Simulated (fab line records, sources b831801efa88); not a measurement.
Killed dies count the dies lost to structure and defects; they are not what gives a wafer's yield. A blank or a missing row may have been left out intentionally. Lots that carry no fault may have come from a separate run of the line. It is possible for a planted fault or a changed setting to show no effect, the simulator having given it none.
fab line records	flow sky130
record lots=11	wafers=33	last_day=50
route steps=708 shown SD_N@356 SD_P@359 RES_XHIGH@360 LI_CONTACT@375 PAD_OPEN@708
lots with no fault: from the same line, run without faults
start_h: hours from the record's opening day to when the first of the lot's shown wafers began	wait_h: hours since the lot's step before	" repeats the value in the row above	L1.1+2: several wafers, shown together as one row	- value missing, or start not given	* or withheld: withheld	< > ~ a bound
route shown NAME@n: names a module that has steps shown in the file, with the first one's number in the route	usual: average and standard deviation across the fault-free wafers	same: alike in all rows	chamber/n: place in a boat	sites: the reading at each site	_std_site: their standard deviation	_edge_site: mean of outer sites minus mean of inner sites	radius_mm: for every site, how far away it sits from the centre of the wafer	mask NAME#n: copy n	behind: tool/chamber where the wafer was last shaped	hold: the reason the lot was held/the length of the hold in hours/how it ended	device: names the non-switching transistor (n, p or np)	end of line: the tests these same wafers got at the end of their route	where a step has no rows: the recipe by itself	killed: at the first sort, the dies lost to defects and structure; wafer yield is something else	map: a wafer's dies, marking killed ones x, the rest . and places with no die _
set.NAME: the setting as run; set.NAME@STEP: as run at that earlier step	model.NAME: the simulator's own value behind a step, which no gauge read
route steps across a sampled set of lots; one table per step, one row per wafer
services: a tool's chamber out of use, with start hour (start_h, from the record's first day; less than 0 if before it), hours out, and reason
## steps
# step SKY_SD_N_RTA_14
# recipe temp_c=1075	time_s=2	idle_temp_c=650	ramp_up_c_per_s=150	ramp_down_c_per_s=90	ambient=N2
# usual lamp_power_pct=15.74/0.052	wafer_temp_C_max=1078.0/1.2
lot.wafer	tool	chamber	start_h	wait_h	lamp_power_pct	wafer_temp_C_max
L728.1	rtp_anneal-01	0	662.07	0.0	15.73	1076.9
L728.4	"	0	"	"	15.73	1077.8
L728.6	"	0	"	"	15.83	1079.6
L727.2	rtp_anneal-02	0	669.30	0.0	15.79	1082.0
L727.3	"	0	"	"	15.73	1077.5
L727.5	"	0	"	"	15.72	1078.8
L729.1	rtp_anneal-01	0	689.14	0.0	15.71	1076.6
L729.5	"	0	"	"	15.78	1077.1
L729.6	"	0	"	"	15.72	1078.7
L732.2	rtp_anneal-01	0	695.98	0.0	15.81	1077.1
L732.4	"	0	"	"	15.71	1078.4
L732.5	"	0	"	"	15.72	1078.3
L737.2	rtp_anneal-01	0	753.65	0.0	15.62	1077.7
L737.3	"	0	"	"	15.77	1079.0
L737.6	"	0	"	"	15.72	1078.5
L733.4	rtp_anneal-02	0	762.10	0.1	15.65	1076.4
L733.5	"	0	"	"	15.69	1078.4
L733.6	"	0	"	"	15.66	1077.5
L736.2	rtp_anneal-01	0	765.06	0.0	16.68	1116.4
L736.3	"	0	"	"	16.71	1119.0
L736.5	"	0	"	"	16.72	1117.2
L743.2	rtp_anneal-01	0	770.85	0.0	16.80	1116.8
L743.3	"	0	"	"	16.72	1115.9
L743.5	"	0	"	"	16.76	1115.3
L746.2	rtp_anneal-02	0	794.70	0.0	15.71	1080.1
L746.3	"	0	"	"	15.75	1076.3
L746.4	"	0	"	"	15.68	1077.1
L748.1	rtp_anneal-02	0	805.82	0.0	15.74	1078.1
L748.3	"	0	"	"	15.67	1078.5
L748.5	"	0	"	"	15.68	1078.2
L750.2	rtp_anneal-02	0	821.71	0.0	15.80	1076.8
L750.5	"	0	"	"	15.83	1077.3
L750.6	"	0	"	"	15.77	1077.3
# step SKY_SD_N_RS_MEAS_16
# recipe thk_meas_gauge=four-point-probe
# usual SD_N_RS=68.46/0.13
lot.wafer	tool	chamber	start_h	wait_h	SD_N_RS[ohm/sq]
L728.1	film_metro-03	-	662.24	0.1	68.24
L728.4	"	-	"	"	68.33
L728.6	"	-	"	"	68.28
L727.2	film_metro-03	-	669.48	0.1	68.38
L727.3	"	-	"	"	68.34
L727.5	"	-	"	"	68.31
L729.1	film_metro-03	-	689.31	0.1	68.39
L729.5	"	-	"	"	68.31
L729.6	"	-	"	"	68.33
L732.2	film_metro-02	-	696.16	0.1	68.56
L732.4	"	-	"	"	68.46
L732.5	"	-	"	"	68.54
L737.2	film_metro-02	-	753.83	0.1	68.38
L737.3	"	-	"	"	68.40
L737.6	"	-	"	"	68.47
L733.4	film_metro-04	-	762.34	0.1	68.54
L733.5	"	-	"	"	68.45
L733.6	"	-	"	"	68.74
L736.2	film_metro-02	-	765.38	0.1	61.50
L736.3	"	-	"	"	61.30
L736.5	"	-	"	"	61.57
L743.2	film_metro-04	-	771.03	0.1	61.46
L743.3	"	-	"	"	61.36
L743.5	"	-	"	"	61.46
L746.2	film_metro-04	-	794.88	0.1	68.36
L746.3	"	-	"	"	68.46
L746.4	"	-	"	"	68.33
L748.1	film_metro-04	-	805.99	0.1	68.52
L748.3	"	-	"	"	68.63
L748.5	"	-	"	"	68.37
L750.2	film_metro-04	-	821.90	0.1	68.58
L750.5	"	-	"	"	68.66
L750.6	"	-	"	"	68.65
# step SKY_SD_N_RS_MEAS_17
# recipe thk_meas_gauge=four-point-probe
# usual SD_P_RS=146.5/0.35
lot.wafer	tool	chamber	start_h	wait_h	SD_P_RS[ohm/sq]
L728.1	film_metro-03	-	662.36	0.1	146.0
L728.4	"	-	"	"	145.8
L728.6	"	-	"	"	146.1
L727.2	film_metro-03	-	669.60	0.1	146.7
L727.3	"	-	"	"	146.3
L727.5	"	-	"	"	146.4
L729.1	film_metro-03	-	689.43	0.1	146.7
L729.5	"	-	"	"	146.3
L729.6	"	-	"	"	146.2
L732.2	film_metro-02	-	696.28	0.1	146.8
L732.4	"	-	"	"	146.3
L732.5	"	-	"	"	146.6
L737.2	film_metro-02	-	753.95	0.1	146.3
L737.3	"	-	"	"	146.6
L737.6	"	-	"	"	146.6
L733.4	film_metro-04	-	762.46	0.1	146.7
L733.5	"	-	"	"	146.5
L733.6	"	-	"	"	147.1
L736.2	film_metro-02	-	765.50	0.1	112.2
L736.3	"	-	"	"	111.7
L736.5	"	-	"	"	112.3
L743.2	film_metro-04	-	771.15	0.1	112.6
L743.3	"	-	"	"	112.2
L743.5	"	-	"	"	112.3
L746.2	film_metro-04	-	795.00	0.1	145.9
L746.3	"	-	"	"	146.2
L746.4	"	-	"	"	146.1
L748.1	film_metro-04	-	806.11	0.1	146.4
L748.3	"	-	"	"	147.2
L748.5	"	-	"	"	146.9
L750.2	film_metro-04	-	822.02	0.1	147.4
L750.5	"	-	"	"	147.1
L750.6	"	-	"	"	147.3
# step SKY_SD_N_RS_MEAS_18
# recipe thk_meas_gauge=four-point-probe
# usual RES_XHIGH_RS=332.9/1.2
lot.wafer	tool	chamber	start_h	wait_h	RES_XHIGH_RS[ohm/sq]
L728.1	film_metro-03	-	662.48	0.1	332.8
L728.4	"	-	"	"	332.9
L728.6	"	-	"	"	333.0
L727.2	film_metro-03	-	669.72	0.1	333.1
L727.3	"	-	"	"	332.9
L727.5	"	-	"	"	332.8
L729.1	film_metro-03	-	689.55	0.1	332.7
L729.5	"	-	"	"	332.0
L729.6	"	-	"	"	333.2
L732.2	film_metro-02	-	696.40	0.1	333.6
L732.4	"	-	"	"	333.1
L732.5	"	-	"	"	332.8
L737.2	film_metro-02	-	754.07	0.1	333.9
L737.3	"	-	"	"	334.2
L737.6	"	-	"	"	333.8
L733.4	film_metro-04	-	762.58	0.1	333.6
L733.5	"	-	"	"	334.9
L733.6	"	-	"	"	334.4
L736.2	film_metro-02	-	765.62	0.1	328.5
L736.3	"	-	"	"	329.1
L736.5	"	-	"	"	330.3
L743.2	film_metro-04	-	771.27	0.1	330.3
L743.3	"	-	"	"	331.1
L743.5	"	-	"	"	330.4
L746.2	film_metro-04	-	795.12	0.1	332.3
L746.3	"	-	"	"	333.8
L746.4	"	-	"	"	333.1
L748.1	film_metro-04	-	806.23	0.1	333.3
L748.3	"	-	"	"	333.4
L748.5	"	-	"	"	333.2
L750.2	film_metro-04	-	822.14	0.1	333.3
L750.5	"	-	"	"	332.6
L750.6	"	-	"	"	332.5
# step SKY_LI_CONTACT_OVL_MEAS_13
# usual LI_CONTACT_OVL=0/5.5
lot.wafer	tool	chamber	start_h	wait_h	LI_CONTACT_OVL[nm]
L728.1	overlay-01	-	691.90	0.1	3
L728.4	"	-	"	"	4
L728.6	"	-	"	"	4
L727.2	overlay-02	-	698.04	0.1	-11
L727.3	"	-	"	"	-2
L727.5	"	-	"	"	-3
L729.1	overlay-02	-	718.10	0.1	7
L729.5	"	-	"	"	6
L729.6	"	-	"	"	0
L732.2	overlay-01	-	725.02	0.1	-3
L732.4	"	-	"	"	4
L732.5	"	-	"	"	6
L737.2	overlay-01	-	780.60	0.1	6
L737.3	"	-	"	"	3
L737.6	"	-	"	"	1
L733.4	overlay-02	-	789.62	0.1	-2
L733.5	"	-	"	"	-5
L733.6	"	-	"	"	-2
L736.2	overlay-02	-	792.65	0.1	-3
L736.3	"	-	"	"	2
L736.5	"	-	"	"	-8
L743.2	overlay-02	-	797.52	0.1	-1
L743.3	"	-	"	"	-1
L743.5	"	-	"	"	-1
L746.2	overlay-02	-	822.32	0.1	6
L746.3	"	-	"	"	8
L746.4	"	-	"	"	5
L748.1	overlay-02	-	833.31	0.1	-3
L748.3	"	-	"	"	-2
L748.5	"	-	"	"	-2
L750.2	overlay-01	-	848.70	0.1	-5
L750.5	"	-	"	"	-5
L750.6	"	-	"	"	-6
# step SKY_LI_CONTACT_THK_MEAS_23
# recipe thk_meas_gauge=xrf	reads=W_of_LI_CONTACT_CVD_21
# usual LI_CONTACT_W_THK=385/4.3
lot.wafer	tool	chamber	start_h	wait_h	LI_CONTACT_W_THK[nm]
L728.1	film_metro-03	-	692.74	0.1	379
L728.4	"	-	"	"	374
L728.6	"	-	"	"	382
L727.2	film_metro-02	-	698.89	0.1	379
L727.3	"	-	"	"	382
L727.5	"	-	"	"	379
L729.1	film_metro-02	-	718.94	0.1	389
L729.5	"	-	"	"	387
L729.6	"	-	"	"	378
L732.2	film_metro-02	-	725.86	0.1	394
L732.4	"	-	"	"	390
L732.5	"	-	"	"	389
L737.2	film_metro-04	-	781.44	0.1	385
L737.3	"	-	"	"	384
L737.6	"	-	"	"	384
L733.4	film_metro-04	-	790.47	0.1	387
L733.5	"	-	"	"	386
L733.6	"	-	"	"	387
L736.2	film_metro-02	-	793.49	0.1	387
L736.3	"	-	"	"	384
L736.5	"	-	"	"	385
L743.2	film_metro-03	-	798.36	0.1	387
L743.3	"	-	"	"	388
L743.5	"	-	"	"	390
L746.2	film_metro-02	-	823.16	0.1	391
L746.3	"	-	"	"	391
L746.4	"	-	"	"	392
L748.1	film_metro-04	-	834.16	0.1	381
L748.3	"	-	"	"	382
L748.5	"	-	"	"	373
L750.2	film_metro-03	-	849.56	0.1	382
L750.5	"	-	"	"	385
L750.6	"	-	"	"	383
# step SKY_LI_CONTACT_CMP_24
# recipe stop_on=PSG	t_overpolish_s=20	down_force_psi=3.5	platen_rpm=60	target_thk_nm=0	pad_velocity_m_s=0.94248
# usual motor_current_A=10.5/1.1	overpolish_run_s=20.000/0.0088	time_to_endpoint_s=97/5.3
lot.wafer	tool	chamber	start_h	wait_h	motor_current_A	overpolish_run_s	time_to_endpoint_s
L728.4	cmp-01	3	692.80	0.0	10.1	19.999	87
L728.1	"	2	"	"	11.6	20.001	97
L728.6	"	3	"	"	9.8	19.996	86
L727.2	cmp-01	1	698.99	0.1	10.7	19.984	92
L727.3	"	3	"	"	10.0	20.004	94
L727.5	"	1	"	"	10.5	19.998	95
L729.1	cmp-01	1	719.00	0.1	10.3	20.008	88
L729.6	"	1	"	"	11.1	20.006	88
L729.5	"	2	"	"	11.0	20.002	95
L732.2	cmp-01	3	725.91	0.0	9.9	20.013	90
L732.4	"	0	"	"	10.6	20.004	100
L732.5	"	0	"	"	10.3	19.998	98
L737.2	cmp-02	2	781.49	0.0	11.0	19.993	102
L737.3	"	0	"	"	10.0	20.004	101
L737.6	"	2	"	"	10.7	19.995	101
L733.4	cmp-02	0	790.55	0.1	9.8	19.996	98
L733.5	"	3	"	"	9.1	20.003	98
L733.6	"	0	"	"	9.6	20.000	103
L736.2	cmp-01	1	793.59	0.1	11.0	19.996	90
L736.3	"	2	"	"	11.5	19.990	93
L736.5	"	0	"	"	10.8	20.002	95
L743.3	cmp-01	0	798.51	0.1	10.4	20.006	102
L743.2	"	1	"	"	10.8	19.996	95
L743.5	"	2	"	"	11.7	20.004	99
L746.3	cmp-01	1	823.31	0.1	10.8	19.996	94
L746.4	"	3	"	"	10.4	20.014	90
L746.2	"	0	"	"	11.5	20.003	103
L748.1	cmp-02	0	834.32	0.1	9.5	20.013	96
L748.3	"	1	"	"	11.6	20.011	100
L748.5	"	3	"	"	8.8	19.999	90
L750.2	cmp-01	0	849.78	0.2	10.8	19.986	100
L750.5	"	2	"	"	11.9	20.011	100
L750.6	"	3	"	"	9.9	19.998	90
# step SKY_PAD_OPEN_PROBE_99
# usual killed_at_M0_to_M3=42/7.4	killed_at_M4_up=3.5/1.9	killed_at_contacts=24/5.2	killed_at_front_end=15/4.5	killed_at_other=0.2/0.53	killed_dies=85/9.8	killed_open=46/7.6	killed_short=39/6.5
# same gross_dies=492	killed_at_back_side=0
lot.wafer	tool	chamber	start_h	wait_h	killed_at_M0_to_M3	killed_at_M4_up	killed_at_contacts	killed_at_front_end	killed_at_other	killed_dies	killed_open	killed_short
L736.2	prober-02	-	1164.50	0.1	44	1	24	25	1	95	47	48
L736.3	prober-02	-	1164.55	0.2	51	3	25	18	0	97	48	49
L736.5	prober-02	-	1164.65	0.2	34	5	20	14	0	73	33	40
# killed by level:class
L736.2 METAL1:geometric_particle:short=10 CONTACT:geometric_particle:open=8 FIELD_ISO:geometric_particle:short=7 VIA1:geometric_particle:open=7 VIA3:geometric_particle:open=7 POLY_GATE:geometric_particle:short=6 METAL2:geometric_particle:short=6 LI_CONTACT:geometric_particle:open=6
L736.3 VIA1:geometric_particle:open=10 LI_CONTACT:geometric_particle:open=9 VIA2:geometric_particle:open=9 VIA1:geometric_particle:short=7 FIELD_ISO:geometric_particle:short=6 LOCAL_INTERCONNECT:geometric_particle:short=6 CONTACT:geometric_particle:open=6 VIA2:geometric_particle:short=6
L736.5 LI_CONTACT:geometric_particle:open=6 METAL1:geometric_particle:short=6 VIA1:geometric_particle:open=6 CONTACT:geometric_particle:short=5 VIA3:geometric_particle:open=5 FIELD_ISO:geometric_particle:short=4 LOCAL_INTERCONNECT:geometric_particle:short=4 CONTACT:geometric_particle:open=4
## services
tool	chamber	start_h	hours	kind
cmp-02	-	656.24	0.6	repair
cmp-01	-	675.87	1.7	repair
cmp-02	-	700.09	5.0	pm
cmp-01	-	704.70	2.3	repair
cmp-01	-	744.19	4.0	pm
cmp-01	-	748.19	-	consumable_replace:conditioner
cmp-01	-	748.19	-	consumable_replace:pad
cmp-01	-	768.06	1.1	repair
cmp-02	-	769.29	6.0	pm
cmp-02	-	779.28	1.5	repair
rtp_anneal-02	-	828.52	0.6	pm
## key
first_sign step=SKY_SD_N_RTA_14	reading=wafer_temp_C_max	direction=up	sigmas=33	usual=*	struck=*
effect step=SKY_SD_N_RTA_14	reading=lamp_power_pct	direction=up	sigmas=19	usual=15.74	struck=16.73
effect step=SKY_SD_N_RS_MEAS_16	reading=SD_N_RS	direction=down	sigmas=55	usual=68.46	struck=61.44
effect step=SKY_SD_N_RS_MEAS_17	reading=SD_P_RS	direction=down	sigmas=98	usual=146.5	struck=112.2
effect step=SKY_SD_N_RS_MEAS_18	reading=RES_XHIGH_RS	direction=down	sigmas=2.6	usual=332.9	struck=330.0
met_at SKY_SD_N_RTA_14
struck_lots L736,L743
tester_left_out L736,L743
not_acting_at SKY_LI_CONTACT_OVL_MEAS_13,SKY_LI_CONTACT_THK_MEAS_23,SKY_LI_CONTACT_CMP_24
onset_between 753.65 765.06
fault kind=process_parameter_drift	tool=rtp_anneal-01	chamber=-	onset_h=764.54	steps=SKY_SD_N_RTA_14	channel=temp_c	offset=*	shape=step	end_h=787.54	acts_in=*	stated=*
# tester_left_out: of these lots the tester's yield and bins aren't shown, on N5 and GAA mostly nor the transistor test; their killed dies are dies lost to structure and defects alone, not to doping, threshold or leakage, so they don't give the yield
